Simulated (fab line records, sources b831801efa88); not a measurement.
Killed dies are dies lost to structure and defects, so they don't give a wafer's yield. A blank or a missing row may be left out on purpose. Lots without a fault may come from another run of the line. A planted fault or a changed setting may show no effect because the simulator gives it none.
Which tool did it? | flow sky130 | 15 lots, 45 wafers sampled, at 6 steps of a route of 708

WHAT THE GAUGES READ, wafer by wafer
SKY_VT_ADJUST_HVTP_TW_MEAS_11. Usual: VT_ADJUST_HVTP_TW 1356, standard deviation 11.
lot  | measured     | on            | VT_ADJUST_HVTP_TW | flag
L769 | day 6 02:10  | film_metro-02 | 1334 1333 1330    |
L771 | day 6 14:43  | film_metro-02 | 1333 1340 1340    |
L772 | day 6 17:52  | film_metro-04 | 1345 1347 1347    |
L774 | day 7 05:53  | film_metro-02 | 1335 1340 1333    |
L775 | day 7 17:47  | film_metro-04 | 1357 1350 1359    |
L777 | day 8 07:26  | film_metro-03 | 1372 1370 1374    |
L778 | day 8 10:26  | film_metro-02 | 1365 1364 1359    |
L783 | day 9 15:59  | film_metro-04 | 30 30 30          | OFF
L784 | day 10 01:32 | film_metro-04 | 30 30 30          | OFF
L785 | day 10 02:43 | film_metro-02 | 30 30 30          | OFF
L786 | day 10 09:01 | film_metro-02 | 1358 1357 1364    |
L787 | day 10 15:53 | film_metro-03 | 1368 1366 1365    |
L789 | day 11 21:16 | film_metro-02 | 1357 1339 1339    |
L790 | day 12 02:34 | film_metro-04 | 1364 1370 1363    |
L792 | day 12 11:54 | film_metro-04 | 1359 1357 1358    |

SKY_VT_ADJUST_LVTN_OVL_MEAS_18. Usual: VT_ADJUST_LVTN_01_OVL 0.2 nm, standard deviation 1.2.
lot  | measured     | on         | VT_ADJUST_LVTN_01_OVL (nm) | flag
L769 | day 7 15:10  | overlay-01 | 0.0 -0.4 0.8               |
L771 | day 8 03:55  | overlay-01 | 0.0 -1.3 -1.1              |
L772 | day 8 07:19  | overlay-01 | 0.2 0.8 1.9                |
L774 | day 8 19:46  | overlay-02 | -0.8 -1.7 -1.4             |
L775 | day 9 10:19  | overlay-01 | 0.0 0.5 1.4                |
L777 | day 10 02:20 | overlay-02 | 0.7 1.2 1.2                |
L778 | day 10 05:07 | overlay-01 | -0.6 0.0 1.7               |
L783 | day 11 13:07 | overlay-02 | 0.3 -0.2 -1.3              |
L784 | day 12 00:07 | overlay-02 | -2.5 1.9 -0.2              |
L785 | day 12 00:25 | overlay-02 | 1.1 0.6 0.7                |
L786 | day 12 08:22 | overlay-02 | -0.9 -1.3 0.0              |
L787 | day 12 15:05 | overlay-02 | -1.5 0.9 1.4               |
L789 | day 14 00:07 | overlay-01 | -0.9 -1.1 -0.2             |
L790 | day 14 06:19 | overlay-02 | 1.6 2.3 1.5                |
L792 | day 14 16:17 | overlay-02 | 1.3 1.8 2.6                |

WHICH TOOL RAN EACH LOT (tool, then ch and the chambers of the sampled wafers, then the start)
lot  | SKY_FIELD_ISO_ETCH_15             | SKY_PWDE_STRIP_09                   | SKY_NWELL_STRIP_25                   | SKY_VT_ADJUST_HVTP_STRIP_10
L769 | rie_diel-01 ch 1,2,3, day 2 07:07 | plasma_asher-01 ch 0,1, day 3 21:28 | plasma_asher-01 ch 0,1, day 5 07:21  | plasma_asher-04 ch 0, day 6 02:04
L771 | rie_diel-04 ch 0,2,3, day 2 15:10 | plasma_asher-01 ch 0,1, day 4 07:19 | plasma_asher-02 ch 1, day 5 18:51    | plasma_asher-03 ch 0,1, day 6 14:37
L772 | rie_diel-01 ch 1,2,3, day 2 21:14 | plasma_asher-01 ch 0,1, day 4 11:36 | plasma_asher-01 ch 0,1, day 5 21:57  | plasma_asher-02 ch 0,1, day 6 17:46
L774 | rie_diel-01 ch 0,1,2, day 3 06:14 | plasma_asher-03 ch 0,1, day 4 22:13 | plasma_asher-02 ch 0,1, day 6 10:48  | plasma_asher-03 ch 0,1, day 7 05:46
L775 | rie_diel-02 ch 0,1, day 3 12:43   | plasma_asher-01 ch 0,1, day 5 08:42 | plasma_asher-02 ch 0,1, day 6 22:36  | plasma_asher-04 ch 0,1, day 7 17:40
L777 | rie_diel-04 ch 1,3, day 3 21:41   | plasma_asher-02 ch 0,1, day 5 21:15 | plasma_asher-04 ch 0,1, day 7 11:27  | plasma_asher-02 ch 0,1, day 8 07:20
L778 | rie_diel-01 ch 0,1,2, day 4 03:02 | plasma_asher-01 ch 0,1, day 6 01:00 | plasma_asher-04 ch 0,1, day 7 15:06  | plasma_asher-03 ch 0,1, day 8 10:20
L783 | rie_diel-01 ch 1,3, day 5 07:41   | plasma_asher-03 ch 0,1, day 7 02:42 | plasma_asher-01 ch 0, day 8 17:54    | plasma_asher-04 ch 0, day 9 15:53
L784 | rie_diel-01 ch 0,1,3, day 5 11:25 | plasma_asher-01 ch 0,1, day 7 10:09 | plasma_asher-02 ch 0,1, day 9 02:57  | plasma_asher-02 ch 0,1, day 10 01:26
L785 | rie_diel-02 ch 1,2,3, day 5 15:29 | plasma_asher-01 ch 0,1, day 7 10:42 | plasma_asher-04 ch 0,1, day 9 03:54  | plasma_asher-02 ch 0,1, day 10 02:37
L786 | rie_diel-02 ch 1,2,3, day 5 21:17 | plasma_asher-01 ch 0,1, day 7 16:46 | plasma_asher-04 ch 0, day 9 09:36    | plasma_asher-03 ch 0,1, day 10 08:55
L787 | rie_diel-01 ch 2,3, day 6 02:58   | plasma_asher-01 ch 0,1, day 7 22:50 | plasma_asher-01 ch 0,1, day 9 16:32  | plasma_asher-02 ch 0,1, day 10 15:49
L789 | rie_diel-04 ch 0,1,2, day 6 13:02 | plasma_asher-02 ch 0,1, day 9 00:19 | plasma_asher-02 ch 0,1, day 10 21:48 | plasma_asher-03 ch 0,1, day 11 21:10
L790 | rie_diel-02 ch 2,3, day 6 17:53   | plasma_asher-02 ch 0,1, day 9 05:24 | plasma_asher-04 ch 0,1, day 11 02:36 | plasma_asher-04 ch 0,1, day 12 02:28
L792 | rie_diel-02 ch 2,3, day 7 03:31   | plasma_asher-01 ch 0,1, day 9 12:44 | plasma_asher-01 ch 0,1, day 11 10:35 | plasma_asher-04 ch 0,1, day 12 11:49
- SKY_FIELD_ISO_ETCH_15: etches the open film in CHF3/O2, stops on Si, target depth 180 nm, time 72 s.
- SKY_PWDE_STRIP_09: strips in O2/N2.
- SKY_NWELL_STRIP_25: strips in O2/N2.
- SKY_VT_ADJUST_HVTP_STRIP_10: strips in O2/N2.

WHAT THE TOOLS THEMSELVES READ (means of the sampled wafers that have a number; where no wafer has one, the mark that the record gives instead)
SKY_FIELD_ISO_ETCH_15. Usual: drypump_motor_current_A 5.5 A, standard deviation 0.47; oes_product_au 0.948 a.u., standard deviation 0.0069; throttle_valve_pct 8.844 %, standard deviation 0.01.
lot  | tool        | drypump_motor_current_A (A) | oes_product_au (a.u.) | throttle_valve_pct (%) | flag
L769 | rie_diel-01 | 5.3                         | 0.945                 | 8.840                  |
L771 | rie_diel-04 | 5.5                         | 0.950                 | 8.844                  |
L772 | rie_diel-01 | 5.3                         | 0.942                 | 8.840                  |
L774 | rie_diel-01 | 5.4                         | 0.947                 | 8.857                  |
L775 | rie_diel-02 | 5.8                         | 0.946                 | 8.836                  |
L777 | rie_diel-04 | 5.0                         | 0.950                 | 8.851                  |
L778 | rie_diel-01 | 5.4                         | 0.954                 | 8.846                  |
L783 | rie_diel-01 | 4.8                         | 0.957                 | 8.850                  |
L784 | rie_diel-01 | 5.2                         | 0.950                 | 8.837                  |
L785 | rie_diel-02 | 5.9                         | 0.944                 | 8.838                  |
L786 | rie_diel-02 | 5.9                         | 0.947                 | 8.847                  |
L787 | rie_diel-01 | 5.7                         | 0.954                 | 8.855                  |
L789 | rie_diel-04 | 5.4                         | 0.955                 | 8.844                  |
L790 | rie_diel-02 | 5.9                         | 0.944                 | 8.842                  |
L792 | rie_diel-02 | 5.8                         | 0.954                 | 8.833                  |

SKY_PWDE_STRIP_09. Usual: chamber_pressure_mTorr 1500.2 mTorr, standard deviation 2; drypump_motor_current_A 5.3 A, standard deviation 0.48; oes_product_au 0.723 a.u., standard deviation 0.0043; strip_time_to_endpoint_s 36.91 s, standard deviation 0.093.
lot  | tool            | chamber_pressure_mTorr (mTorr) | drypump_motor_current_A (A) | oes_product_au (a.u.) | strip_time_to_endpoint_s (s) | flag
L769 | plasma_asher-01 | 1501.4                         | 5.1                         | 0.717                 | 37.01                        |
L771 | plasma_asher-01 | 1500.1                         | 5.1                         | 0.726                 | 36.90                        |
L772 | plasma_asher-01 | 1499.3                         | 5.5                         | 0.725                 | 36.87                        |
L774 | plasma_asher-03 | 1501.2                         | 5.3                         | 0.722                 | 36.92                        |
L775 | plasma_asher-01 | 1501.0                         | 5.5                         | 0.718                 | 36.75                        |
L777 | plasma_asher-02 | 1500.0                         | 5.3                         | 0.727                 | 36.90                        |
L778 | plasma_asher-01 | 1500.6                         | 5.5                         | 0.719                 | 36.75                        |
L783 | plasma_asher-03 | 1504.3                         | 5.3                         | 0.723                 | 36.95                        |
L784 | plasma_asher-01 | 1499.7                         | 5.1                         | 0.726                 | 36.86                        |
L785 | plasma_asher-01 | 1498.6                         | 5.5                         | 0.723                 | 36.84                        |
L786 | plasma_asher-01 | 1500.1                         | 5.1                         | 0.723                 | 36.95                        |
L787 | plasma_asher-01 | 1500.1                         | 5.5                         | 0.724                 | 36.94                        |
L789 | plasma_asher-02 | 1504.6                         | 5.2                         | 0.725                 | 36.91                        |
L790 | plasma_asher-02 | 1500.3                         | 5.2                         | 0.719                 | 36.98                        |
L792 | plasma_asher-01 | 1500.1                         | 5.0                         | 0.725                 | 36.94                        |

SKY_NWELL_STRIP_25. Usual: chamber_pressure_mTorr 1499.9 mTorr, standard deviation 1.5; drypump_motor_current_A 5.2 A, standard deviation 0.38; oes_product_au 0.722 a.u., standard deviation 0.0045; strip_time_to_endpoint_s 37.01 s, standard deviation 0.11.
lot  | tool            | chamber_pressure_mTorr (mTorr) | drypump_motor_current_A (A) | oes_product_au (a.u.) | strip_time_to_endpoint_s (s) | flag
L769 | plasma_asher-01 | 1498.8                         | 5.5                         | 0.719                 | 37.01                        |
L771 | plasma_asher-02 | 1500.0                         | 5.4                         | 0.724                 | 36.98                        |
L772 | plasma_asher-01 | 1501.3                         | 5.5                         | 0.721                 | 36.95                        |
L774 | plasma_asher-02 | 1498.6                         | 5.2                         | 0.723                 | 37.04                        |
L775 | plasma_asher-02 | 1498.1                         | 5.2                         | 0.725                 | 37.07                        |
L777 | plasma_asher-04 | 1499.5                         | 5.0                         | 0.728                 | 36.90                        |
L778 | plasma_asher-04 | 1500.1                         | 5.1                         | 0.727                 | 36.87                        |
L783 | plasma_asher-01 | -                              | -                           | -                     | -                            | OFF
L784 | plasma_asher-02 | -                              | -                           | -                     | -                            | OFF
L785 | plasma_asher-04 | -                              | -                           | -                     | -                            | OFF
L786 | plasma_asher-04 | 1497.5                         | 4.9                         | 0.723                 | 37.14                        |
L787 | plasma_asher-01 | 1500.2                         | 5.5                         | 0.723                 | 37.18                        |
L789 | plasma_asher-02 | 1501.9                         | 5.2                         | 0.724                 | 37.06                        |
L790 | plasma_asher-04 | 1500.2                         | 5.0                         | 0.723                 | 37.06                        |
L792 | plasma_asher-01 | 1500.9                         | 5.0                         | 0.722                 | 36.93                        |

SKY_VT_ADJUST_HVTP_STRIP_10. Usual: chamber_pressure_mTorr 1500.2 mTorr, standard deviation 1.4; drypump_motor_current_A 5.19 A, standard deviation 0.17; oes_product_au 0.716 a.u., standard deviation 0.0045; strip_time_to_endpoint_s 14.18 s, standard deviation 0.038.
lot  | tool            | chamber_pressure_mTorr (mTorr) | drypump_motor_current_A (A) | oes_product_au (a.u.) | strip_time_to_endpoint_s (s) | flag
L769 | plasma_asher-04 | 1499.5                         | 4.93                        | 0.715                 | 14.13                        |
L771 | plasma_asher-03 | 1500.0                         | 5.32                        | 0.719                 | 14.19                        |
L772 | plasma_asher-02 | 1498.9                         | 5.21                        | 0.715                 | 14.19                        |
L774 | plasma_asher-03 | 1500.6                         | 5.33                        | 0.718                 | 14.22                        |
L775 | plasma_asher-04 | 1500.1                         | 5.10                        | 0.717                 | 14.21                        |
L777 | plasma_asher-02 | 1499.4                         | 5.20                        | 0.715                 | 14.10                        |
L778 | plasma_asher-03 | 1500.2                         | 5.27                        | 0.717                 | 14.24                        |
L783 | plasma_asher-04 | 1499.9                         | 4.91                        | 0.726                 | 58.73                        | OFF
L784 | plasma_asher-02 | 1500.4                         | 5.20                        | 0.730                 | 58.92                        | OFF
L785 | plasma_asher-02 | 1499.6                         | 5.30                        | 0.734                 | 58.84                        | OFF
L786 | plasma_asher-03 | 1499.2                         | 5.26                        | 0.716                 | 14.16                        |
L787 | plasma_asher-02 | 1499.5                         | 5.30                        | 0.714                 | 14.13                        |
L789 | plasma_asher-03 | 1499.3                         | 5.33                        | 0.711                 | 14.24                        |
L790 | plasma_asher-04 | 1499.9                         | 5.02                        | 0.716                 | 14.19                        |
L792 | plasma_asher-04 | 1501.4                         | 5.01                        | 0.715                 | 14.15                        |

THE ANSWER, worked out from the rows above alone
Rule: a lot is off if the mean of its wafers that have a number lies more than 3 standard deviations from the usual mean. A lot without any number at a reading at which 4 lots or more have one is off too. The other lots that the step has rows for count as sound. The gauges are gone through in route order, then the tools' own readings, and for those a lot's mean is taken as printed above. The first step at which some lot is off is used, and at that step the reading that is off furthest; a lot without a number counts as furthest.
Off: L783, L784, L785, at SKY_VT_ADJUST_HVTP_TW_MEAS_11 (VT_ADJUST_HVTP_TW).
A tool fits if, at a process step before that reading, it ran every lot that is off, and no sound lot after the first of them. The gauges at SKY_VT_ADJUST_HVTP_TW_MEAS_11 aren't tried: what is off there is off at SKY_NWELL_STRIP_25 too, on other tools, and a gauge's error can't cause that. None of those tried fits.

WHAT THE SIMULATOR HAD PUT IN
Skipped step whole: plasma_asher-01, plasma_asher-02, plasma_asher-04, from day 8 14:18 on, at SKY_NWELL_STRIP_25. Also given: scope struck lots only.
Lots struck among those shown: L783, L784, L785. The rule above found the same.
